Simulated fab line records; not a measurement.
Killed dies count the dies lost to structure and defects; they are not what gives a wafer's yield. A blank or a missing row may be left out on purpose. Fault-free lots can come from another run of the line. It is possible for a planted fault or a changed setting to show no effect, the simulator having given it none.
The tool behind it: which one?	flow gf180mcu	Sampling: 6 lots, 18 wafers, 2 of 602 route steps

== WHAT EACH GAUGE READ, for each wafer ==
GF_MVPSD_OVL_MEAS_07.
lot	measured	on	MVPSD_OVL (nm)
L612	day 6 03:48	overlay-01	0.3 -1.0 -1.1
L615	day 6 16:59	overlay-02	-4.4 -2.1 -3.0
L624	day 9 03:38	overlay-01	-1.0 -1.2 0.5
L626	day 9 12:47	overlay-01	-1.7 -0.2 -2.5
L628	day 10 01:34	overlay-01	-1.4 1.0 -0.7
L631	day 10 19:02	overlay-01	0.8 0.8 -0.3

== EACH LOT AND THE TOOL THAT RAN IT (in order: tool; ch and the chambers of the sampled wafers; start) ==
lot	GF_MVPSD_EXPOSE_04
L612	iline stepper-02 ch 0, day 5 20:38
L615	iline stepper-01 ch 0, day 6 09:23
L624	iline stepper-02 ch 0, day 8 19:16
L626	iline stepper-02 ch 0, day 9 04:12
L628	iline stepper-02 ch 0, day 9 16:54
L631	iline stepper-02 ch 0, day 10 10:33
- GF_MVPSD_EXPOSE_04: exposes mask MVPSD, target cd 1000 nm.

== THE ANSWER, worked out from the rows above alone ==
Rule: what is usual is taken from the lots themselves. The widest of any qualifying gaps counts: lots, ordered by their means at a reading, are off when they make up no more than a third of the lots, leave a main group of 4 or more, and stand apart from it by 3 or more times the standard deviation of that group's means. A main group whose means are all the same, to the digits that the tables above print for the reading, isn't used. Also off: a lot with no number at a reading for which 4 or more lots have one. All remaining lots with rows at the step are treated as sound.
Nothing can be told from this: no lot is off at any reading shown.

== WHAT WAS PUT IN BY THE SIMULATOR ==
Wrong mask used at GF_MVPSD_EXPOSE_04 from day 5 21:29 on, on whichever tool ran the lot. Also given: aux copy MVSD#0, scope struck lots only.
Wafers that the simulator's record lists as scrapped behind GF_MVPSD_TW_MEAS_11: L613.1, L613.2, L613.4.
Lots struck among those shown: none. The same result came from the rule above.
